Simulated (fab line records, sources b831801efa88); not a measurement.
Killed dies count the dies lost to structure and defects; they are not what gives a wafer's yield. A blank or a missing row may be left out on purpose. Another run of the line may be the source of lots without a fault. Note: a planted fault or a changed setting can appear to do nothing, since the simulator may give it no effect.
fab line records | flow sky130
record lots=24 wafers=72 last-day=50
route steps=708 shown VIA1@459 VIA2@510 CAPM@540 VIA3@586
lots untouched by any fault: they come from a run of this same line in which no faults occurred
start-h: the number of hours between the record's first day and the start of the first shown wafer of the lot | wait-h: hours from the lot's prior step to this one | " identical to the entry in the row above | L1.1+2: one row covering several wafers at once | - either no value or no given start | * or withheld: withheld | < > ~ a bound
route shown NAME@n: a module of which the file shows steps, and the number in the route of the first | usual: mean/standard deviation taken from wafers without a fault | same: alike in all rows | chamber/n: place in a boat | sites: each site's reading | _std_site: standard deviation across them | _edge_site: outer sites' mean less inner sites' | radius-mm: for every site, how far away it sits from the centre of the wafer | mask NAME#n: copy n | behind: the last tool/chamber to shape the wafer | hold: the reason the lot was held/the length of the hold in hours/how it ended | device: whichever transistor did not switch (one of n, p or np) | end of line: tests of these same wafers at the route's end | a step given without rows: its recipe and nothing more | killed: dies lost to structure and defects at the first sort, not the wafer's yield | map: shows each die of a wafer: x if killed, . if not, _ if none is there
set.NAME: the setting the step ran with; set.NAME@STEP: the setting that earlier step ran with | model.NAME: the simulator's own value behind a step, which no gauge read
a sample of lots followed through the steps of the route, with each step as a table and each wafer as a row
services: from which hour (start-h, from the record's first day; less than 0 if before it) a tool's chamber was out of use, for how many hours, and why
## steps
# step SKY_VIA1_THK_MEAS_01
# recipe reads=SiO2_of_VIA1_HDPCVD_00
# usual VIA1_HDPCVD_THK=1031/14
# columns lot.wafer tool chamber start-h wait-h VIA1_HDPCVD_THK[nm]
L074.1 film-metro-04 - 762.93 0.1 1052
L074.3 " - " " 1040
L074.5 " - " " 1027
L075.2 film-metro-04 - 765.32 0.1 1018
L075.3 " - " " 1024
L075.5 " - " " 1058
L076.2 film-metro-03 - 779.68 0.1 1028
L076.5 " - " " 1015
L076.6 " - " " 1033
L077.1 film-metro-01 - 780.93 0.1 1033
L077.4 " - " " 1044
L077.6 " - " " 1026
L078.1 film-metro-03 - 792.75 0.1 1024
L078.4 " - " " 1046
L078.6 " - " " 1014
L079.2 film-metro-04 - 803.44 0.1 1038
L079.4 " - " " 1029
L079.5 " - " " 1027
L080.2 film-metro-04 - 810.03 0.1 1052
L080.3 " - " " 1033
L080.5 " - " " 1058
L081.1 film-metro-03 - 813.52 0.1 1027
L081.3 " - " " 1020
L081.6 " - " " 1048
L083.2 film-metro-03 - 847.70 0.1 1036
L083.3 " - " " 1024
L083.5 " - " " 1052
L082.1 film-metro-04 - 848.63 0.1 1022
L082.2 " - " " 1015
L082.5 " - " " 1018
L085.2 film-metro-01 - 850.35 0.1 1030
L085.3 " - " " 1057
L085.6 " - " " 1033
L084.1 film-metro-04 - 851.01 0.1 1018
L084.2 " - " " 1035
L084.5 " - " " 1034
L086.2 film-metro-01 - 855.27 0.1 1013
L086.3 " - " " 1056
L086.5 " - " " 1032
L087.1 film-metro-01 - 863.44 0.1 1024
L087.2 " - " " 1024
L087.3 " - " " 1020
L088.1 film-metro-03 - 873.02 0.1 1048
L088.2 " - " " 1032
L088.6 " - " " 1041
L089.1 film-metro-04 - 883.96 0.1 1025
L089.2 " - " " 994
L089.4 " - " " 1013
L090.3 film-metro-01 - 884.05 0.1 1023
L090.5 " - " " 1035
L090.6 " - " " 1033
L092.2 film-metro-01 - 894.50 0.1 1041
L092.3 " - " " 1024
L092.6 " - " " 1035
L091.3 film-metro-01 - 895.46 0.1 1052
L091.4 " - " " 1021
L091.6 " - " " 1029
L093.1 film-metro-01 - 901.07 0.1 1020
L093.2 " - " " 1021
L093.5 " - " " 1019
L094.2 film-metro-04 - 905.77 0.1 1024
L094.3 " - " " 1023
L094.4 " - " " 1031
L095.1 film-metro-01 - 912.57 0.1 1048
L095.3 " - " " 1007
L095.5 " - " " 1004
L096.1 film-metro-03 - 924.78 0.1 1012
L096.3 " - " " 1057
L096.4 " - " " 1012
L097.2 film-metro-03 - 927.28 0.1 1034
L097.4 " - " " 1026
L097.5 " - " " 1039
# step SKY_VIA2_BOW_MEAS_03
# recipe mode=bow
# usual VIA2_BOW=86/7.9
# columns lot.wafer tool chamber start-h wait-h VIA2_BOW[um]
L074.1 film-metro-01 - 820.25 0.2 62
L074.3 " - " " 76
L074.5 " - " " 75
L075.2 film-metro-02 - 822.16 0.2 81
L075.3 " - " " 95
L075.5 " - " " 90
L076.2 film-metro-04 - 836.41 0.1 105
L076.5 " - " " 90
L076.6 " - " " 90
L077.1 film-metro-01 - 838.05 0.2 79
L077.4 " - " " 75
L077.6 " - " " 75
L078.1 film-metro-02 - 849.42 0.1 71
L078.4 " - " " 80
L078.6 " - " " 86
L079.2 film-metro-01 - 859.36 0.3 71
L079.4 " - " " 84
L079.5 " - " " 84
L080.2 film-metro-04 - 866.71 0.2 76
L080.3 " - " " 96
L080.5 " - " " 93
L081.1 film-metro-02 - 869.99 0.1 80
L081.3 " - " " 89
L081.6 " - " " 81
L083.2 film-metro-02 - 902.72 0.1 97
L083.3 " - " " 82
L083.5 " - " " 93
L082.1 film-metro-02 - 903.33 0.2 101
L082.2 " - " " 102
L082.5 " - " " 91
L085.2 film-metro-01 - 904.97 0.1 85
L085.3 " - " " 88
L085.6 " - " " 79
L084.1 film-metro-02 - 905.77 0.1 93
L084.2 " - " " 84
L084.5 " - " " 83
L086.2 film-metro-04 - 909.32 0.1 86
L086.3 " - " " 83
L086.5 " - " " 79
L087.1 film-metro-02 - 916.33 0.2 86
L087.2 " - " " 88
L087.3 " - " " 81
L088.1 film-metro-02 - 927.85 0.1 78
L088.2 " - " " 97
L088.6 " - " " 87
L089.1 film-metro-01 - 937.68 0.2 85
L089.2 " - " " 96
L089.4 " - " " 100
L090.3 film-metro-04 - 937.94 0.1 90
L090.5 " - " " 91
L090.6 " - " " 85
L092.2 film-metro-04 - 947.64 0.2 89
L092.3 " - " " 85
L092.6 " - " " 84
L091.3 film-metro-04 - 948.13 0.1 99
L091.4 " - " " 96
L091.6 " - " " 91
L093.1 film-metro-04 - 954.40 0.1 92
L093.2 " - " " 90
L093.5 " - " " 85
L094.2 film-metro-02 - 958.72 0.1 95
L094.3 " - " " 98
L094.4 " - " " 81
L095.1 film-metro-02 - 965.44 0.2 87
L095.3 " - " " 84
L095.5 " - " " 74
L096.1 film-metro-02 - 976.49 0.2 78
L096.3 " - " " 89
L096.4 " - " " 85
L097.2 film-metro-01 - 977.96 0.2 89
L097.4 " - " " 79
L097.5 " - " " 73
# step SKY_VIA2_CD_MEAS_12
# recipe target-cd-nm=200
# usual cd-nm=199.8/1.4
# columns lot.wafer tool chamber start-h wait-h cd-nm
L074.1 cd-sem-01 - 846.58 - 203.5
L074.3 " - " " 201.0
L074.5 " - " " 202.4
L075.2 cd-sem-02 - 848.65 - 199.4
L075.3 " - " " 200.7
L075.5 " - " " 199.6
L076.2 cd-sem-02 - 862.19 - 198.6
L076.5 " - " " 199.4
L076.6 " - " " 199.1
L077.1 cd-sem-02 - 863.33 - 199.7
L077.4 " - " " 198.6
L077.6 " - " " 200.1
L078.1 cd-sem-01 - 875.08 - 202.6
L078.4 " - " " 202.8
L078.6 " - " " 202.4
L079.2 cd-sem-02 - 884.80 - 196.5
L079.4 " - " " 197.2
L079.5 " - " " 195.9
L080.2 cd-sem-01 - 892.85 - 199.9
L080.3 " - " " 199.5
L080.5 " - " " 199.8
L081.1 cd-sem-02 - 894.58 - 199.1
L081.3 " - " " 199.6
L081.6 " - " " 200.7
L083.2 cd-sem-02 - 927.90 - 198.7
L083.3 " - " " 200.2
L083.5 " - " " 200.8
L082.1 cd-sem-02 - 928.82 - 199.7
L082.2 " - " " 199.2
L082.5 " - " " 199.8
L085.2 cd-sem-02 - 930.55 - 199.9
L085.3 " - " " 198.3
L085.6 " - " " 198.6
L084.1 cd-sem-01 - 930.88 - 200.9
L084.2 " - " " 202.4
L084.5 " - " " 201.2
L086.2 cd-sem-01 - 934.75 - 199.9
L086.3 " - " " 198.6
L086.5 " - " " 199.2
L087.1 cd-sem-01 - 940.58 - 201.0
L087.2 " - " " 200.9
L087.3 " - " " 200.4
L088.1 cd-sem-02 - 951.58 - 198.4
L088.2 " - " " 197.3
L088.6 " - " " 198.3
L089.1 cd-sem-02 - 961.73 - 198.2
L089.2 " - " " 198.6
L089.4 " - " " 197.8
L090.3 cd-sem-01 - 961.88 - 197.9
L090.5 " - " " 199.5
L090.6 " - " " 199.3
L092.2 cd-sem-01 - 971.74 - 198.8
L092.3 " - " " 199.0
L092.6 " - " " 198.7
L091.3 cd-sem-01 - 972.47 - 200.6
L091.4 " - " " 200.2
L091.6 " - " " 200.1
L093.1 cd-sem-02 - 978.38 - 199.8
L093.2 " - " " 199.9
L093.5 " - " " 199.9
L094.2 cd-sem-01 - 983.09 - 202.8
L094.3 " - " " 201.5
L094.4 " - " " 201.9
L095.1 cd-sem-01 - 989.53 - 198.4
L095.3 " - " " 199.4
L095.5 " - " " 198.9
L096.1 cd-sem-01 - 999.72 - 197.9
L096.3 " - " " 200.5
L096.4 " - " " 200.3
L097.2 cd-sem-01 - 1002.19 - 200.6
L097.4 " - " " 201.6
L097.5 " - " " 199.5
# step SKY_CAPM_RS_MEAS_03
# recipe thk-meas-gauge=four-point-probe reads=TiN_of_CAPM_SPUTTER_02
# usual CAPM_TIN_RS=6.89/0.087
# columns lot.wafer tool chamber start-h wait-h CAPM_TIN_RS[ohm/sq]
L074.1 film-metro-02 - 848.61 0.1 6.90
L074.3 " - " " 6.86
L074.5 " - " " 6.80
L075.2 film-metro-01 - 850.56 0.1 6.87
L075.3 " - " " 6.84
L075.5 " - " " 6.86
L076.2 film-metro-01 - 864.10 0.1 6.81
L076.5 " - " " 6.77
L076.6 " - " " 6.83
L077.1 film-metro-03 - 865.22 0.1 6.83
L077.4 " - " " 6.82
L077.6 " - " " 6.73
L078.1 film-metro-02 - 876.96 0.1 6.88
L078.4 " - " " 6.84
L078.6 " - " " 6.89
L079.2 film-metro-03 - 886.68 0.1 6.93
L079.4 " - " " 6.86
L079.5 " - " " 6.75
L080.2 film-metro-01 - 894.74 0.1 6.76
L080.3 " - " " 6.86
L080.5 " - " " 6.86
L081.1 film-metro-03 - 896.53 0.1 6.84
L081.3 " - " " 6.72
L081.6 " - " " 6.83
L083.2 film-metro-03 - 929.77 0.1 6.85
L083.3 " - " " 6.84
L083.5 " - " " 6.83
L082.1 film-metro-02 - 930.70 0.1 7.00
L082.2 " - " " 7.02
L082.5 " - " " 6.98
L085.2 film-metro-02 - 932.42 0.1 6.92
L085.3 " - " " 6.90
L085.6 " - " " 6.90
L084.1 film-metro-03 - 932.75 0.1 6.92
L084.2 " - " " 6.94
L084.5 " - " " 6.91
L086.2 film-metro-03 - 936.62 0.1 6.91
L086.3 " - " " 7.03
L086.5 " - " " 6.91
L087.1 film-metro-03 - 942.45 0.1 6.84
L087.2 " - " " 6.90
L087.3 " - " " 6.91
L088.1 film-metro-01 - 953.46 0.1 7.03
L088.2 " - " " 6.92
L088.6 " - " " 6.99
L089.1 film-metro-02 - 963.60 0.1 6.86
L089.2 " - " " 6.93
L089.4 " - " " 7.00
L090.3 film-metro-01 - 963.82 0.1 7.06
L090.5 " - " " 7.12
L090.6 " - " " 6.96
L092.2 film-metro-01 - 973.64 0.1 6.73
L092.3 " - " " 6.78
L092.6 " - " " 6.70
L091.3 film-metro-02 - 974.35 0.1 6.97
L091.4 " - " " 7.06
L091.6 " - " " 6.99
L093.1 film-metro-01 - 980.29 0.1 6.85
L093.2 " - " " 6.94
L093.5 " - " " 6.88
L094.2 film-metro-02 - 984.98 0.1 6.94
L094.3 " - " " 6.93
L094.4 " - " " 6.91
L095.1 film-metro-03 - 991.44 0.1 7.00
L095.3 " - " " 6.92
L095.5 " - " " 6.97
L096.1 film-metro-01 - 1001.59 0.1 6.93
L096.3 " - " " 6.94
L096.4 " - " " 6.87
L097.2 film-metro-03 - 1004.06 0.1 6.95
L097.4 " - " " 6.76
L097.5 " - " " 6.90
# step SKY_CAPM_METAL_ETCH_13
# recipe target-depth-nm=220 stop-on=SiO2 chemistry=Cl2/BCl3 target=TiN pressure-mtorr=10 icp-w=900 bias-w=48.5 Cl2_flow_sccm=60 bcl3-flow-sccm=30 time-s=62.9
# usual drypump-motor-current-A=6.0/0.33 he-backside-leak-sccm=3.3/0.32 oes-product-au=0.942/0.0078 throttle-valve-pct=21.900/0.011
# columns lot.wafer tool chamber start-h wait-h drypump-motor-current-A he-backside-leak-sccm oes-product-au rf-hours-counter-h throttle-valve-pct
L074.1 rie-metal-02 0 874.36 0.0 6.6 3.4 0.942 5 21.915
L074.3 " 0 " " 6.5 3.5 0.947 - 21.910
L074.5 " 0 " " 6.6 6.6 0.940 - 21.905
L075.2 rie-metal-03 0 875.72 0.0 6.0 3.2 0.949 18 21.908
L075.3 " 0 " " 6.0 3.1 0.957 - 21.928
L075.5 " 1 " " 5.6 3.4 0.947 - 21.903
L076.2 rie-metal-03 1 889.56 0.0 5.6 3.4 0.946 9 21.908
L076.5 " 0 " " 6.0 3.2 0.950 - 21.880
L076.6 " 1 " " 5.6 3.5 0.945 - 21.892
L077.1 rie-metal-04 1 891.31 0.0 5.7 3.5 0.951 3 21.903
L077.4 " 0 " " 5.8 2.9 0.940 - 21.896
L077.6 " 1 " " 5.7 3.4 0.955 - 21.877
L078.1 rie-metal-04 1 902.46 0.0 5.6 3.5 0.951 4 21.895
L078.4 " 1 " " 5.6 3.4 0.953 - 21.892
L078.6 " 0 " " 5.8 3.1 0.930 - 21.883
L079.2 rie-metal-03 1 911.51 0.0 5.6 3.4 0.937 10 21.899
L079.4 " 1 " " 5.6 3.3 0.939 - 21.892
L079.5 " 0 " " 6.0 3.3 0.960 - 21.890
L080.2 rie-metal-04 0 919.57 0.0 5.8 3.1 0.953 10 21.905
L080.3 " 1 " " 5.6 3.4 0.953 - 21.900
L080.5 " 0 " " 5.8 3.2 0.944 - 21.909
L081.1 rie-metal-03 1 920.96 0.0 5.6 3.3 0.946 11 21.890
L081.3 " 1 " " 5.7 3.4 0.953 - 21.895
L081.6 " 1 " " 5.6 3.6 0.946 - 21.885
L083.2 rie-metal-03 0 954.31 0.0 6.0 3.1 0.943 21 21.921
L083.3 " 0 " " 6.0 3.2 0.947 - 21.905
L083.5 " 1 " " 5.6 3.2 0.941 - 21.891
L082.1 rie-metal-04 1 955.62 0.0 5.7 3.5 0.937 7 21.907
L082.2 " 0 " " 5.8 3.1 0.931 11 21.907
L082.5 " 0 " " 5.8 3.3 0.934 - 21.877
L085.2 rie-metal-02 1 956.32 0.0 6.1 3.4 0.944 4 21.905
L085.3 " 1 " " 6.1 3.3 0.947 - 21.900
L085.6 " 1 " " 6.1 3.4 0.934 - 21.908
L084.1 rie-metal-04 0 956.62 0.0 5.8 3.1 0.948 12 21.900
L084.2 " 1 " " 5.6 3.4 0.937 7 21.906
L084.5 " 0 " " 5.8 3.3 0.937 - 21.904
L086.2 rie-metal-04 0 960.62 0.0 5.8 3.2 0.943 12 21.901
L086.3 " 0 " " 5.8 3.1 0.939 - 21.891
L086.5 " 0 " " 5.8 3.0 0.937 - 21.897
L087.1 rie-metal-02 0 966.47 0.0 6.5 3.3 0.947 10 21.896
L087.2 " 1 " " 6.1 3.4 0.948 4 21.913
L087.3 " 0 " " 6.5 3.3 0.944 - 21.891
L088.1 rie-metal-02 0 976.82 0.0 6.6 3.5 0.933 10 21.904
L088.2 " 1 " " 6.1 3.2 0.934 5 21.908
L088.6 " 0 " " 6.6 3.4 0.941 - 21.896
L089.1 rie-metal-02 0 987.42 0.0 6.5 3.3 0.935 11 21.907
L089.2 " 1 " " 6.1 3.4 0.943 5 21.908
L089.4 " 1 " " 6.1 3.2 0.939 - 21.915
L090.3 rie-metal-04 1 987.69 0.0 5.6 3.4 0.929 - 21.901
L090.5 " 0 " " 5.8 3.1 0.925 - 21.894
L090.6 " 1 " " 5.6 3.5 0.932 - 21.915
L092.2 rie-metal-02 1 995.82 0.0 6.1 3.5 0.948 6 21.887
L092.3 " 0 " " 6.5 3.2 0.958 - 21.893
L092.6 " 0 " " 6.5 3.3 0.950 - 21.895
L091.3 rie-metal-03 1 997.07 0.1 5.6 3.4 0.940 - 21.909
L091.4 " 1 " " 5.6 4.6 0.932 - 21.893
L091.6 " 1 " " 5.6 3.3 0.938 - 21.900
L093.1 rie-metal-04 1 1003.62 0.0 5.6 3.3 0.944 10 21.896
L093.2 " 0 " " 5.8 3.1 0.943 14 21.891
L093.5 " 0 " " 5.8 3.0 0.946 - 21.899
L094.2 rie-metal-04 1 1008.17 0.0 5.7 3.5 0.943 10 21.901
L094.3 " 1 " " 5.7 3.5 0.944 - 21.895
L094.4 " 0 " " 5.8 2.9 0.942 - 21.895
L095.1 rie-metal-02 1 1014.92 0.0 6.1 3.5 0.919 7 21.902
L095.3 " 0 " " 6.5 3.4 0.950 - 21.910
L095.5 " 0 " " 6.5 3.4 0.936 - 21.903
L096.1 rie-metal-02 0 1024.16 0.0 6.5 3.3 0.947 14 21.896
L096.3 " 1 " " 6.1 3.3 0.936 - 21.910
L096.4 " 0 " " 6.5 3.4 0.947 - 21.881
L097.2 rie-metal-03 0 1026.74 0.0 6.0 3.1 0.938 - 21.891
L097.4 " 0 " " 5.9 3.0 0.959 - 21.885
L097.5 " 0 " " 6.0 3.0 0.942 - 21.897
# step SKY_VIA3_OVL_MEAS_13
# usual VIA3_OVL=2/5.3
# columns lot.wafer tool chamber start-h wait-h VIA3_OVL[nm]
L074.1 overlay-02 - 927.35 0.1 -2
L074.3 " - " " 3
L074.5 " - " " 5
L075.2 overlay-02 - 928.59 0.1 10
L075.3 " - " " 7
L075.5 " - " " 8
L076.2 overlay-02 - 940.64 0.1 0
L076.5 " - " " 8
L076.6 " - " " -4
L077.1 overlay-01 - 943.15 0.1 -4
L077.4 " - " " -1
L077.6 " - " " -6
L078.1 overlay-01 - 954.10 0.1 -11
L078.4 " - " " -2
L078.6 " - " " -2
L079.2 overlay-02 - 962.19 0.1 2
L079.4 " - " " 10
L079.5 " - " " 9
L080.2 overlay-02 - 970.89 0.1 4
L080.3 " - " " 1
L080.5 " - " " 0
L081.1 overlay-01 - 972.19 0.1 -3
L081.3 " - " " -2
L081.6 " - " " -1
L083.2 overlay-01 - 1003.59 0.1 -3
L083.3 " - " " -10
L083.5 " - " " -4
L082.1 overlay-01 - 1005.70 0.1 -3
L082.2 " - " " 1
L082.5 " - " " 2
L084.1 overlay-02 - 1006.29 0.1 3
L084.2 " - " " 1
L084.5 " - " " 10
L085.2 overlay-01 - 1006.64 0.1 5
L085.3 " - " " 2
L085.6 " - " " 4
L086.2 overlay-01 - 1010.41 0.1 2
L086.3 " - " " -7
L086.5 " - " " -10
L087.1 overlay-02 - 1016.30 0.1 0
L087.2 " - " " -7
L087.3 " - " " 0
L088.1 overlay-01 - 1025.95 0.1 2
L088.2 " - " " 1
L088.6 " - " " 11
L089.1 overlay-02 - 1036.04 0.1 4
L089.2 " - " " 0
L089.4 " - " " 5
L090.3 overlay-02 - 1036.51 0.1 0
L090.5 " - " " 1
L090.6 " - " " -4
L092.2 overlay-01 - 1043.04 0.1 16
L092.3 " - " " 11
L092.6 " - " " 8
L091.3 overlay-01 - 1044.61 0.1 3
L091.4 " - " " 1
L091.6 " - " " -3
L093.1 overlay-01 - 1050.50 0.1 0
L093.2 " - " " 1
L093.5 " - " " -1
L094.2 overlay-02 - 1056.06 0.1 9
L094.3 " - " " 3
L094.4 " - " " 8
L095.1 overlay-01 - 1062.55 0.1 6
L095.3 " - " " 4
L095.5 " - " " 0
L096.1 overlay-02 - 1071.39 0.1 5
L096.3 " - " " -6
L096.4 " - " " 14
L097.2 overlay-01 - 1072.44 0.1 1
L097.4 " - " " 8
L097.5 " - " " 3
## services
# columns tool chamber start-h hours kind
rie-metal-02 1 866.27 - clean
rie-metal-02 1 866.27 15.4 scheduled-down
rie-metal-02 1 866.27 15.4 vent-cycle
rie-metal-04 0 903.35 16.0 repair
rie-metal-03 1 975.72 3.4 repair
rie-metal-03 0 979.30 - clean
rie-metal-03 0 979.30 17.8 scheduled-down
rie-metal-03 0 979.30 17.8 vent-cycle
rie-metal-02 1 989.84 4.6 repair
rie-metal-03 0 1003.19 18.2 repair
rie-metal-03 1 1021.45 - clean
rie-metal-03 1 1021.45 15.0 scheduled-down
rie-metal-03 1 1021.45 15.0 vent-cycle
## key
fault none
